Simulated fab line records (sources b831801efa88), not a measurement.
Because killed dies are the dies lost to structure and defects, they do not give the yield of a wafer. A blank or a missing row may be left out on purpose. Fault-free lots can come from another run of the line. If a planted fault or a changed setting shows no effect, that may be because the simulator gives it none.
Chamber matching :: flow sky130 :: SKY_FIELD_ISO_CMP_27 on cmp-02: 4 sister chambers
The step polishes, stops on Si3N4, t overpolish 16 s, target thk 457.8 nm. 4 wafers are shown with their chamber, then 12 later ones without.

== WAFERS, EACH WITH ITS CHAMBER ==
wafer: L090.2
chamber: 1
motorCurrentA (A): 12.2

wafer: L091.1
chamber: 0
motorCurrentA (A): 12.8

wafer: L091.2
chamber: 3
motorCurrentA (A): 13.7

wafer: L091.5
chamber: 2
motorCurrentA (A): 11.5

== WAFERS WHOSE CHAMBER IS MISSING ==
wafer: L092.1
motorCurrentA (A): 12.3

wafer: L092.4
motorCurrentA (A): 13.0

wafer: L092.5
motorCurrentA (A): 11.9

wafer: L094.1
motorCurrentA (A): 12.7

wafer: L094.3
motorCurrentA (A): 13.5

wafer: L094.4
motorCurrentA (A): 12.1

wafer: L096.3
motorCurrentA (A): 11.6

wafer: L096.4
motorCurrentA (A): 12.2

wafer: L096.5
motorCurrentA (A): 11.6

wafer: L097.1
motorCurrentA (A): 13.2

wafer: L097.2
motorCurrentA (A): 13.2

wafer: L097.5
motorCurrentA (A): 12.8

== WHICH CHAMBER EACH WENT THROUGH ==
wafer: L092.1
from the rows above: can't be placed: 1 or 0
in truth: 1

wafer: L092.4
from the rows above: 0
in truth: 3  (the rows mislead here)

wafer: L092.5
from the rows above: can't be placed: 1 or 2
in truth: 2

wafer: L094.1
from the rows above: can't be placed: 0 or 1
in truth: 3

wafer: L094.3
from the rows above: 3
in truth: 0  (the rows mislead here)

wafer: L094.4
from the rows above: 1
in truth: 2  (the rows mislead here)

wafer: L096.3
from the rows above: 2
in truth: 2

wafer: L096.4
from the rows above: 1
in truth: 1

wafer: L096.5
from the rows above: 2
in truth: 2

wafer: L097.1
from the rows above: can't be placed: 0 or 3
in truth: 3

wafer: L097.2
from the rows above: can't be placed: 0 or 3
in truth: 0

wafer: L097.5
from the rows above: 0
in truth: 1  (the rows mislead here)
3 of 12 placed correctly. Not placeable from these rows: 5 (in 4, the candidates include the true chamber). Wrongly placed: 4.
How it was worked out, from the rows above alone: a wafer's distance from a chamber is the root of the sum, over the readings, of the square of ((its reading less the chamber's mean) divided by the reading's scatter). The wafer belongs to the nearest chamber; if the next one is less than 2 further off, it can't be placed. A chamber's mean is the mean of its shown wafers. The scatter: with one shown wafer a chamber, the root of the mean of the squares of how far each hidden wafer lies from its nearest shown one.
